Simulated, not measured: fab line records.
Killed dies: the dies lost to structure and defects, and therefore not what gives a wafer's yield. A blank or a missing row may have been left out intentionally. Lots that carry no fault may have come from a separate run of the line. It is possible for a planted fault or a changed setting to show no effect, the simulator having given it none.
Which tool is to blame? :: flow gf180mcu :: 14 lots with 42 wafers sampled at 4 steps, on a route of 602 steps

## WHAT THE GAUGES READ, wafer by wafer
GF_M1_THK_MEAS_06: measures by xrf.
lot: L256
measured: day 16 01:45
on: film_metro-03
M1_ALCU_THK (nm): 451 453 451

lot: L258
measured: day 17 01:41
on: film_metro-01
M1_ALCU_THK (nm): 453 437 446

lot: L259
measured: day 17 08:48
on: film_metro-03
M1_ALCU_THK (nm): 445 447 439

lot: L260
measured: day 17 13:32
on: film_metro-03
M1_ALCU_THK (nm): 451 445 449

lot: L261
measured: day 17 22:50
on: film_metro-01
M1_ALCU_THK (nm): 440 445 448

lot: L263
measured: day 18 18:15
on: film_metro-03
M1_ALCU_THK (nm): 444 448 443

lot: L264
measured: day 19 00:24
on: film_metro-01
M1_ALCU_THK (nm): 449 447 455

lot: L265
measured: day 19 13:26
on: film_metro-01
M1_ALCU_THK (nm): 442 454 451

lot: L267
measured: day 20 10:34
on: film_metro-04
M1_ALCU_THK (nm): 441 435 445

lot: L268
measured: day 20 22:22
on: film_metro-03
M1_ALCU_THK (nm): 445 449 439

lot: L269
measured: day 21 05:31
on: film_metro-01
M1_ALCU_THK (nm): 448 449 450

lot: L273
measured: day 22 17:46
on: film_metro-03
M1_ALCU_THK (nm): 455 451 457

lot: L276
measured: day 23 10:52
on: film_metro-03
M1_ALCU_THK (nm): 450 441 437

lot: L277
measured: day 23 13:34
on: film_metro-01
M1_ALCU_THK (nm): 442 444 443

GF_V2_OVL_MEAS_15.
lot: L256
measured: day 20 02:38
on: overlay-01
V2_OVL (nm): -2 1 4

lot: L258
measured: day 21 04:20
on: overlay-01
V2_OVL (nm): -2 -1 2

lot: L259
measured: day 21 12:05
on: overlay-01
V2_OVL (nm): -5 -4 -10

lot: L260
measured: day 21 16:31
on: overlay-01
V2_OVL (nm): -2 0 0

lot: L261
measured: day 22 03:22
on: overlay-01
V2_OVL (nm): -7 -6 -4

lot: L263
measured: day 22 22:50
on: overlay-02
V2_OVL (nm): 2 13 11

lot: L264
measured: day 23 03:12
on: overlay-02
V2_OVL (nm): -5 0 -7

lot: L265
measured: day 23 16:07
on: overlay-02
V2_OVL (nm): 2 6 10

lot: L267
measured: day 24 11:10
on: overlay-02
V2_OVL (nm): -3 -5 -5

lot: L268
measured: day 24 20:47
on: overlay-02
V2_OVL (nm): -5 -9 -5

lot: L269
measured: day 25 05:05
on: overlay-02
V2_OVL (nm): -8 -6 -9

lot: L273
measured: day 26 14:06
on: overlay-02
V2_OVL (nm): -11 -8 -22

lot: L276
measured: day 27 05:47
on: overlay-01
V2_OVL (nm): -7 -6 -2

lot: L277
measured: day 27 07:56
on: overlay-01
V2_OVL (nm): -10 -2 -6

## EACH LOT AND THE TOOL THAT RAN IT (in order: tool; ch and the chambers of the sampled wafers; start)
lot: L256
GF_DNWELL_IMPLANT_07: implanter-01 ch 0, day 2 18:13
GF_SALICIDE_SPUTTER_03: pvd_sputter-01, day 15 01:14

lot: L258
GF_DNWELL_IMPLANT_07: implanter-04 ch 0, day 3 07:50
GF_SALICIDE_SPUTTER_03: pvd_sputter-02, day 16 00:29

lot: L259
GF_DNWELL_IMPLANT_07: implanter-04 ch 0, day 3 11:12
GF_SALICIDE_SPUTTER_03: pvd_sputter-01, day 16 07:22

lot: L260
GF_DNWELL_IMPLANT_07: implanter-03 ch 0, day 3 17:26
GF_SALICIDE_SPUTTER_03: pvd_sputter-02, day 16 12:17

lot: L261
GF_DNWELL_IMPLANT_07: implanter-03 ch 0, day 3 21:01
GF_SALICIDE_SPUTTER_03: pvd_sputter-04, day 16 21:00

lot: L263
GF_DNWELL_IMPLANT_07: implanter-03 ch 0, day 4 09:38
GF_SALICIDE_SPUTTER_03: pvd_sputter-01, day 17 16:23

lot: L264
GF_DNWELL_IMPLANT_07: implanter-04 ch 0, day 4 13:23
GF_SALICIDE_SPUTTER_03: pvd_sputter-04, day 17 22:11

lot: L265
GF_DNWELL_IMPLANT_07: implanter-03 ch 0, day 4 18:46
GF_SALICIDE_SPUTTER_03: pvd_sputter-02, day 18 10:07

lot: L267
GF_DNWELL_IMPLANT_07: implanter-03 ch 0, day 5 04:26
GF_SALICIDE_SPUTTER_03: pvd_sputter-04, day 19 07:14

lot: L268
GF_DNWELL_IMPLANT_07: implanter-01 ch 0, day 5 13:10
GF_SALICIDE_SPUTTER_03: pvd_sputter-02, day 19 19:13

lot: L269
GF_DNWELL_IMPLANT_07: implanter-04 ch 0, day 5 17:25
GF_SALICIDE_SPUTTER_03: pvd_sputter-04, day 20 03:38

lot: L273
GF_DNWELL_IMPLANT_07: implanter-01 ch 0, day 6 13:44
GF_SALICIDE_SPUTTER_03: pvd_sputter-01, day 21 15:22

lot: L276
GF_DNWELL_IMPLANT_07: implanter-04 ch 0, day 7 04:25
GF_SALICIDE_SPUTTER_03: pvd_sputter-04, day 22 08:34

lot: L277
GF_DNWELL_IMPLANT_07: implanter-04 ch 0, day 7 09:57
GF_SALICIDE_SPUTTER_03: pvd_sputter-04, day 22 12:41
- GF_DNWELL_IMPLANT_07
- GF_SALICIDE_SPUTTER_03: material TiN, target thk 20 nm, time 16.7 s.

## WHAT THE TOOLS THEMSELVES READ (means of the sampled wafers that have a number; where no wafer has one, the mark that the record gives instead)
GF_DNWELL_IMPLANT_07.
lot: L256
tool: implanter-01
beam_energy_keV: 1500.1

lot: L258
tool: implanter-04
beam_energy_keV: 1499.6

lot: L259
tool: implanter-04
beam_energy_keV: 1499.9

lot: L260
tool: implanter-03
beam_energy_keV: 1499.6

lot: L261
tool: implanter-03
beam_energy_keV: 1499.9

lot: L263
tool: implanter-03
beam_energy_keV: 1500.2

lot: L264
tool: implanter-04
beam_energy_keV: 1499.6

lot: L265
tool: implanter-03
beam_energy_keV: 1499.8

lot: L267
tool: implanter-03
beam_energy_keV: 1500.0

lot: L268
tool: implanter-01
beam_energy_keV: 1500.0

lot: L269
tool: implanter-04
beam_energy_keV: 1500.4

lot: L273
tool: implanter-01
beam_energy_keV: 1499.5

lot: L276
tool: implanter-04
beam_energy_keV: 1471.1

lot: L277
tool: implanter-04
beam_energy_keV: 1470.4

GF_SALICIDE_SPUTTER_03.
lot: L256
tool: pvd_sputter-01
throttle_valve_pct (%): 29.6

lot: L258
tool: pvd_sputter-02
throttle_valve_pct (%): 30.4

lot: L259
tool: pvd_sputter-01
throttle_valve_pct (%): 30.5

lot: L260
tool: pvd_sputter-02
throttle_valve_pct (%): 30.2

lot: L261
tool: pvd_sputter-04
throttle_valve_pct (%): 30.3

lot: L263
tool: pvd_sputter-01
throttle_valve_pct (%): 29.1

lot: L264
tool: pvd_sputter-04
throttle_valve_pct (%): 29.7

lot: L265
tool: pvd_sputter-02
throttle_valve_pct (%): 30.1

lot: L267
tool: pvd_sputter-04
throttle_valve_pct (%): 30.0

lot: L268
tool: pvd_sputter-02
throttle_valve_pct (%): 30.4

lot: L269
tool: pvd_sputter-04
throttle_valve_pct (%): 29.5

lot: L273
tool: pvd_sputter-01
throttle_valve_pct (%): 29.6

lot: L276
tool: pvd_sputter-04
throttle_valve_pct (%): 30.1

lot: L277
tool: pvd_sputter-04
throttle_valve_pct (%): 31.0

## THE ANSWER, worked out from the rows above alone
Rule: the lots themselves supply what counts as usual. Put in order of their means at a reading, lots are off if they are a third of the lots or fewer, leave a main group of 4 or more, and stand apart from it by a gap of 3 or more times the standard deviation of the main group's means; of several such gaps the widest counts. A main group is skipped when, at the precision printed for the reading in the tables above, its means are all equal. A lot without any number at a reading at which 4 lots or more have one is off too. Any other lot the step has rows for is counted as sound. First the gauges in route order, then the tools' own readings, where a lot's mean is used as printed above. At the first step where some lot is off, the reading lying furthest off is the one used; lots without a number count as furthest.
Off, at GF_DNWELL_IMPLANT_07 on beam_energy_keV: L276, L277. The main group: mean 1499.9, standard deviation 0.26.
If a tool, at that step or one of the process steps before it, ran each lot that is off and ran no sound lot following the first of them, it fits. One fits: implanter-04 at GF_DNWELL_IMPLANT_07. Its last sound lot is L269 (day 5 17:25), its first lot that is off L276 (day 7 04:25): a fault that began between those two fits.
The tool's own readings at GF_DNWELL_IMPLANT_07 bear it out: on the lots that are off they differ by more than 5 times the standard deviation of the sound lots' means. beam_energy_keV reads 1470.8 there against 1499.9 on the sound lots.

## WHAT THE SIMULATOR HAD PUT IN
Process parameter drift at GF_DNWELL_IMPLANT_07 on implanter-04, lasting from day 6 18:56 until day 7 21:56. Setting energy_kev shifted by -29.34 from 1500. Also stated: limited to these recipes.
Struck lots among those shown: L276, L277. The rule above found the same.
